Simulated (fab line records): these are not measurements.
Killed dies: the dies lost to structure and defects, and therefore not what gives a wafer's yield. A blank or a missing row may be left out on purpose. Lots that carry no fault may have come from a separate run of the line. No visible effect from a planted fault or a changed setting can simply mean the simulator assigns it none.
8D (eight disciplines) problem report, filled in by code | flow sky130 | the parts of the form that need people (team, actions taken, sign-off) are left out

== 1. WHAT IS WRONG ==
Wafers without a fault read 397.1 W, standard deviation 1.3; rfFwdPowerW at SKY_POLY_GATE_ETCH_17 reads a mean of 459.4 W on 6 wafers belonging to 2 lots. Measured from the usual mean, that is +48 standard deviations.
The step: etches poly-Si in HBr/Cl2, stops on SiO2, target depth 180 nm, time 70.5 s.
First observed at day 18 19:40: wafer L102.1, on rieSi-02. At this step, 18 wafers from 6 lots have a number in the record. By rule, "out" or "out of limits" means more than 4 standard deviations away from the usual mean. The rest of the wafers with a number are treated as sound.

== 2. WHAT IT IS; WHAT IT IS NOT ==
question                    | is                     | is not
which readings at this step | rfFwdPowerW            | drypumpMotorCurrentA, mfcCl2Sccm, oesProductAu, throttleValvePct
which lots                  | L102, L104             | L103, L105, L116, L996
which wafers of those lots  | all that have a number | -
read on which tools         | rieSi-02               | rieSi-01
when                        | from day 18 19:40      | up to then (6 sound wafers); but 6 sound wafers of L105, L116 came after

== 3. WHAT RULES OUT EACH SUSPECT ==
Counting: a tool at a process step up to the reading stays a suspect if it ran every lot that is out and no sound lot after the first of them.
- rieSi-02 at SKY_POLY_GATE_ETCH_17 (etches poly-Si in HBr/Cl2, stops on SiO2, target depth 180 nm, time 70.5 s): kept. It processed each lot that is out, first L102 at day 18 19:40, and no sound lot thereafter; up to then, the last sound lot it processed was L996 at day 17 19:15. Its own rfFwdPowerW readings are out on those wafers.
Remaining after the count: rieSi-02 at SKY_POLY_GATE_ETCH_17.

== 4. THE CAUSE (what the simulator had put in) ==
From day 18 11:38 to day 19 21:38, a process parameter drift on rieSi-02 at SKY_POLY_GATE_ETCH_17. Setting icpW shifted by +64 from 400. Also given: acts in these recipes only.
The count eliminated every tool but this one.

== 5. SEQUENCE OF EFFECTS, ordered by route ==
Each row: a reading whose mean over the struck wafers that have a number lies more than 3 standard deviations from the usual. Only readings for which the record gives a usual standard deviation are gone through. hours: the time from each lot's start at the first step in this table that gives one to its start at this step, as a median over the lots. sigmas: the change in usual standard deviations.
hours | step                  | reading     | usual   | on struck wafers | change | sigmas
0     | SKY_POLY_GATE_ETCH_17 | rfFwdPowerW | 397.1 W | 459.4            | +62.3  | +48
The process steps in it:
- SKY_POLY_GATE_ETCH_17: etches poly-Si in HBr/Cl2, stops on SiO2, target depth 180 nm, time 70.5 s.

== 6. HOW IT WOULD HAVE BEEN CAUGHT EARLIER ==
First out-of-limits reading in this record: day 18 19:40, which is 8 hours after fault onset at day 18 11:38.
